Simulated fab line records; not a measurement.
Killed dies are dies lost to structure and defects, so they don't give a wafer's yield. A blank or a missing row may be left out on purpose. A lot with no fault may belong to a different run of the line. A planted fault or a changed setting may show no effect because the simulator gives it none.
fab line records -- flow gf180mcu
[record] lots = 5, wafers = 15, last_day = 34
route steps=602 shown V1@340
lots that met no fault: taken from a fault-free run of the same line
start_h: the number of hours between the record's first day and the start of the first shown wafer of the lot -- wait_h: how many hours have passed since the lot's step before this one -- " the same as in the row above -- L1.1+2: one row covering several wafers at once -- - no value, or no start was given -- * or withheld: withheld -- < > ~ a bound
route shown NAME@n: a module of which the file shows steps, and the number in the route of the first -- usual: mean/standard deviation taken from wafers without a fault -- same: alike in all rows -- chamber/n: place in a boat -- sites: per-site readings -- _std_site: how widely they spread, as a standard deviation -- _edge_site: the outer-site mean with the inner-site mean subtracted -- radius_mm: how far each site lies from the wafer's centre -- mask NAME#n: copy n -- behind: tool/chamber where the wafer was last shaped -- hold: what put the lot on hold/how long, in hours/how the hold closed -- device: which transistor (n, p or np) failed to switch -- end of line: tests run on the same wafers once the route is complete -- for a step that has no rows: nothing shown but its recipe -- killed: dies lost to structure and defects at the first sort, not the wafer's yield -- map: a wafer's dies, x killed, . not, _ none there
set.NAME: setting as actually run; set.NAME@STEP: the setting as run at that earlier step -- model.NAME: the simulator's own value behind a step, which no gauge read
a table for each step, a row for each wafer; lots at some steps of the route
services: when a tool's chamber went out of use (start_h, in hours from the record's first day, below 0 if earlier), for how many hours, and the reason
[[steps]]
[step GF_V1_BOW_MEAS_05]
[recipe] mode = bow
[usual] V1_BOW = 80/8.1
lot.wafer,tool,chamber,start_h,wait_h,V1_BOW[um]
L078.3,film_metro-01,-,426.39,0.2,68
L078.4,film_metro-01,-,426.39,0.2,87
L078.5,film_metro-01,-,426.39,0.2,69
L079.1,film_metro-02,-,440.73,0.1,75
L079.2,film_metro-02,-,440.73,0.1,84
L079.4,film_metro-02,-,440.73,0.1,91
L083.2,film_metro-02,-,474.56,0.3,79
L083.3,film_metro-02,-,474.56,0.3,92
L083.4,film_metro-02,-,474.56,0.3,81
L093.1,film_metro-02,-,554.61,0.2,83
L093.5,film_metro-02,-,554.61,0.2,73
L093.6,film_metro-02,-,554.61,0.2,87
L097.1,film_metro-01,-,579.47,0.1,83
L097.2,film_metro-01,-,579.47,0.1,71
L097.6,film_metro-01,-,579.47,0.1,61
[step GF_V1_DEHYDRATE_06]
[recipe] temp_c = 200, time_s = 60
[usual] resist_line_temp_C = 23.00/0.12
lot.wafer,tool,chamber,start_h,wait_h,resist_line_temp_C
L078.3,litho_track-01,0,437.48,11.1,23.01
L078.4,litho_track-01,0,437.48,11.1,23.03
L078.5,litho_track-01,0,437.48,11.1,23.03
L079.1,litho_track-01,0,452.33,11.6,22.97
L079.2,litho_track-01,0,452.33,11.6,22.83
L079.4,litho_track-01,0,452.33,11.6,22.80
L083.2,litho_track-03,0,485.94,11.4,22.80
L083.3,litho_track-03,0,485.94,11.4,22.88
L083.4,litho_track-03,0,485.94,11.4,23.00
L093.1,litho_track-01,0,564.58,9.9,23.20
L093.5,litho_track-01,0,564.58,9.9,22.92
L093.6,litho_track-01,0,564.58,9.9,23.12
L097.1,litho_track-03,0,589.42,9.9,22.95
L097.2,litho_track-03,0,589.42,9.9,22.92
L097.6,litho_track-03,0,589.42,9.9,22.95
[step GF_V1_HMDS_07]
[recipe] prime_time_s = 60, prime_temp_c = 120
[usual] resist_line_temp_C = 23.01/0.11
lot.wafer,tool,chamber,start_h,wait_h,resist_line_temp_C
L078.3,litho_track-01,0,437.63,0.1,23.12
L078.4,litho_track-01,0,437.63,0.1,22.97
L078.5,litho_track-01,0,437.63,0.1,22.89
L079.1,litho_track-01,0,452.48,0.1,22.84
L079.2,litho_track-01,0,452.48,0.1,22.60
L079.4,litho_track-01,0,452.48,0.1,22.93
L083.2,litho_track-03,0,486.09,0.1,23.04
L083.3,litho_track-03,0,486.09,0.1,22.96
L083.4,litho_track-03,0,486.09,0.1,22.97
L093.1,litho_track-01,0,564.73,0.1,22.82
L093.5,litho_track-01,0,564.73,0.1,22.78
L093.6,litho_track-01,0,564.73,0.1,23.09
L097.1,litho_track-03,0,589.57,0.1,23.03
L097.2,litho_track-03,0,589.57,0.1,22.94
L097.6,litho_track-03,0,589.57,0.1,22.92
[step GF_V1_COAT_08]
[recipe] resist = BARC, temp_c = withheld, time_s = withheld, spin_rpm = withheld, resist_thk_nm = withheld
[usual] resist_line_temp_C = *
lot.wafer,tool,chamber,start_h,wait_h,resist_line_temp_C
L078.3,litho_track-01,0,437.78,0.1,*
L078.4,litho_track-01,0,437.78,0.1,*
L078.5,litho_track-01,0,437.78,0.1,*
L079.1,litho_track-01,0,452.63,0.1,*
L079.2,litho_track-01,0,452.63,0.1,*
L079.4,litho_track-01,0,452.63,0.1,*
L083.2,litho_track-03,0,486.24,0.1,*
L083.3,litho_track-03,0,486.24,0.1,*
L083.4,litho_track-03,0,486.24,0.1,*
L093.1,litho_track-01,0,564.88,0.1,*
L093.5,litho_track-01,0,564.88,0.1,*
L093.6,litho_track-01,0,564.88,0.1,*
L097.1,litho_track-03,0,589.72,0.1,*
L097.2,litho_track-03,0,589.72,0.1,*
L097.6,litho_track-03,0,589.72,0.1,*
[step GF_V1_COAT_09]
[recipe] resist = KrF, spin_rpm = withheld, resist_thk_nm = 1000
[usual] resist_line_temp_C = 22.99/0.099
lot.wafer,tool,chamber,start_h,wait_h,resist_line_temp_C
L078.3,litho_track-01,0,-,-,23.22
L078.4,litho_track-01,0,-,-,23.04
L078.5,litho_track-01,0,-,-,22.97
L079.1,litho_track-01,0,-,-,23.02
L079.2,litho_track-01,0,-,-,23.16
L079.4,litho_track-01,0,-,-,23.02
L083.2,litho_track-03,0,-,-,23.05
L083.3,litho_track-03,0,-,-,22.95
L083.4,litho_track-03,0,-,-,23.11
L093.1,litho_track-01,0,-,-,23.03
L093.5,litho_track-01,0,-,-,23.13
L093.6,litho_track-01,0,-,-,22.95
L097.1,litho_track-03,0,-,-,22.98
L097.2,litho_track-03,0,-,-,22.68
L097.6,litho_track-03,0,-,-,22.84
[step GF_V1_SOFTBAKE_10]
[recipe] temp_c = 130, time_s = 60, resist = KrF
[usual] resist_line_temp_C = 23.01/0.11
lot.wafer,tool,chamber,start_h,wait_h,resist_line_temp_C
L078.3,litho_track-01,0,-,-,23.20
L078.4,litho_track-01,0,-,-,23.06
L078.5,litho_track-01,0,-,-,23.07
L079.1,litho_track-01,0,-,-,23.08
L079.2,litho_track-01,0,-,-,23.08
L079.4,litho_track-01,0,-,-,22.96
L083.2,litho_track-03,0,-,-,22.91
L083.3,litho_track-03,0,-,-,23.03
L083.4,litho_track-03,0,-,-,22.81
L093.1,litho_track-01,0,-,-,23.02
L093.5,litho_track-01,0,-,-,23.04
L093.6,litho_track-01,0,-,-,23.13
L097.1,litho_track-03,0,-,-,22.92
L097.2,litho_track-03,0,-,-,23.17
L097.6,litho_track-03,0,-,-,22.86
[step GF_V1_EXPOSE_11]
[recipe] mask_id = Via1, target_cd_nm = 260, na = 0.68, source_shape = conventional, sigma_outer = 0.6, dose_mj = 38
[same] sigma_outer = 0.6
lot.wafer,tool,chamber,start_h,wait_h,mask
L078.3+4+5,krf_scanner-02,0,-,-,Via1#0
L079.1+2+4,krf_scanner-02,0,-,-,Via1#0
L083.2+3+4,krf_scanner-01,0,-,-,Via1#0
L093.1+5+6,krf_scanner-02,0,-,-,Via1#0
L097.1+2+6,krf_scanner-01,0,-,-,Via1#0
[step GF_V1_PEB_12]
[recipe] peb_temp_c = 135, peb_time_s = 90, resist = KrF
[usual] resist_line_temp_C = 23.00/0.11
lot.wafer,tool,chamber,start_h,wait_h,resist_line_temp_C
L078.3,litho_track-03,0,-,-,23.01
L078.4,litho_track-03,0,-,-,22.93
L078.5,litho_track-03,0,-,-,23.01
L079.1,litho_track-04,0,-,-,23.29
L079.2,litho_track-04,0,-,-,23.18
L079.4,litho_track-04,0,-,-,23.29
L083.2,litho_track-03,0,-,-,22.89
L083.3,litho_track-03,0,-,-,22.76
L083.4,litho_track-03,0,-,-,23.04
L093.1,litho_track-04,0,-,-,22.97
L093.5,litho_track-04,0,-,-,23.06
L093.6,litho_track-04,0,-,-,22.96
L097.1,litho_track-04,0,-,-,23.03
L097.2,litho_track-04,0,-,-,22.94
L097.6,litho_track-04,0,-,-,22.81
[step GF_V1_DEVELOP_13]
[recipe] develop_time_s = 60, resist = KrF, dev_temp_c = 21
[usual] resist_line_temp_C = 22.99/0.1
lot.wafer,tool,chamber,start_h,wait_h,resist_line_temp_C
L078.3,litho_track-03,0,450.32,0.1,23.02
L078.4,litho_track-03,0,450.32,0.1,23.13
L078.5,litho_track-03,0,450.32,0.1,23.13
L079.1,litho_track-04,0,465.19,0.2,23.05
L079.2,litho_track-04,0,465.19,0.2,22.91
L079.4,litho_track-04,0,465.19,0.2,22.94
L083.2,litho_track-03,0,498.24,0.2,23.20
L083.3,litho_track-03,0,498.24,0.2,23.08
L083.4,litho_track-03,0,498.24,0.2,23.05
L093.1,litho_track-04,0,576.24,0.2,22.85
L093.5,litho_track-04,0,576.24,0.2,22.87
L093.6,litho_track-04,0,576.24,0.2,22.97
L097.1,litho_track-04,0,600.64,0.2,22.89
L097.2,litho_track-04,0,600.64,0.2,22.91
L097.6,litho_track-04,0,600.64,0.2,23.07
[step GF_V1_CD_MEAS_14]
[recipe] target_cd_nm = 260
[usual] cd_nm = 260.2/1.2
lot.wafer,tool,chamber,start_h,wait_h,cd_nm
L078.3,cd_sem-02,-,450.53,0.2,260.4
L078.4,cd_sem-02,-,450.53,0.2,259.8
L078.5,cd_sem-02,-,450.53,0.2,259.5
L079.1,cd_sem-02,-,465.34,0.1,259.2
L079.2,cd_sem-02,-,465.34,0.1,258.5
L079.4,cd_sem-02,-,465.34,0.1,260.1
L083.2,cd_sem-01,-,498.39,0.1,259.2
L083.3,cd_sem-01,-,498.39,0.1,260.0
L083.4,cd_sem-01,-,498.39,0.1,258.1
L093.1,cd_sem-02,-,576.39,0.1,258.3
L093.5,cd_sem-02,-,576.39,0.1,259.5
L093.6,cd_sem-02,-,576.39,0.1,259.7
L097.1,cd_sem-02,-,600.79,0.1,259.5
L097.2,cd_sem-02,-,600.79,0.1,258.3
L097.6,cd_sem-02,-,600.79,0.1,260.1
[step GF_V1_OVL_MEAS_15]
[usual] V1_OVL = 2/6.4
lot.wafer,tool,chamber,start_h,wait_h,V1_OVL[nm]
L078.3,overlay-01,-,450.62,0.1,8
L078.4,overlay-01,-,450.62,0.1,4
L078.5,overlay-01,-,450.62,0.1,5
L079.1,overlay-01,-,465.46,0.1,6
L079.2,overlay-01,-,465.46,0.1,3
L079.4,overlay-01,-,465.46,0.1,9
L083.2,overlay-01,-,498.49,0.1,14
L083.3,overlay-01,-,498.49,0.1,12
L083.4,overlay-01,-,498.49,0.1,7
L093.1,overlay-02,-,576.51,0.1,7
L093.5,overlay-02,-,576.51,0.1,4
L093.6,overlay-02,-,576.51,0.1,-1
L097.1,overlay-01,-,600.91,0.1,0
L097.2,overlay-01,-,600.91,0.1,-2
L097.6,overlay-01,-,600.91,0.1,7
[step GF_V1_ETCH_16]
[recipe] chemistry = N2/H2, target_depth_a = withheld, overetch_a = withheld, time_s = withheld, target = BARC, ion_energy_ev = 200, source_w = 500, bias_w = 100, pressure_mtorr = 30, n2_flow_sccm = 100, h2_flow_sccm = 200
[usual] chamber_pressure_mTorr = 30.00/0.031, drypump_motor_current_A = 5.7/0.47, oes_product_au = 0.854/0.0053, throttle_valve_pct = 13.224/0.0097
lot.wafer,tool,chamber,start_h,wait_h,chamber_pressure_mTorr,drypump_motor_current_A,oes_product_au,throttle_valve_pct
L078.3,rie_diel-03,0,450.65,0.0,29.96,6.6,0.855,13.225
L078.4,rie_diel-03,2,450.65,0.0,29.99,5.3,0.856,13.225
L078.5,rie_diel-03,3,450.65,0.0,30.04,6.0,0.856,13.225
L079.1,rie_diel-01,1,465.49,0.0,30.00,5.5,0.858,13.204
L079.2,rie_diel-01,0,465.49,0.0,30.02,5.1,0.855,13.224
L079.4,rie_diel-01,0,465.49,0.0,30.00,5.1,0.853,13.220
L083.2,rie_diel-01,1,498.52,0.0,29.98,5.5,0.857,13.238
L083.3,rie_diel-01,2,498.52,0.0,30.02,5.0,0.859,13.227
L083.4,rie_diel-01,3,498.52,0.0,30.07,6.0,0.849,13.215
L093.1,rie_diel-03,1,576.54,0.0,30.00,5.9,0.854,13.228
L093.5,rie_diel-03,2,576.54,0.0,30.06,5.3,0.849,13.218
L093.6,rie_diel-03,3,576.54,0.0,30.06,6.0,0.854,13.209
L097.1,rie_diel-01,0,600.94,0.0,29.99,5.1,0.852,13.207
L097.2,rie_diel-01,1,600.94,0.0,29.96,5.6,0.845,13.224
L097.6,rie_diel-01,1,600.94,0.0,29.95,5.6,0.858,13.216
[[services]]
tool,chamber,start_h,hours,kind
rie_diel-03,3,416.75,6.0,repair
krf_scanner-02,-,422.13,1.3,pm
krf_scanner-01,-,423.95,0.8,pm
rie_diel-03,1,436.95,8.9,repair
krf_scanner-02,-,457.45,1.0,pm
rie_diel-01,3,458.31,-,clean
rie_diel-01,3,458.31,17.0,scheduled_down
rie_diel-01,3,458.31,17.0,vent_cycle
rie_diel-03,1,458.80,3.5,repair
rie_diel-03,2,491.00,7.2,repair
krf_scanner-02,-,500.93,0.8,pm
rie_diel-03,3,505.41,8.2,repair
rie_diel-01,1,537.22,-,clean
rie_diel-01,1,537.22,23.4,scheduled_down
rie_diel-01,1,537.22,23.4,vent_cycle
krf_scanner-01,-,550.53,1.0,pm
rie_diel-01,2,557.65,9.7,repair
krf_scanner-01,-,573.86,1.3,pm
krf_scanner-02,-,589.45,3.6,pm
krf_scanner-01,-,593.01,0.8,pm
rie_diel-03,2,594.02,-,clean
rie_diel-03,2,594.02,18.2,scheduled_down
rie_diel-01,2,597.54,15.3,repair
krf_scanner-02,-,598.03,1.3,pm
[[key]]
fault none
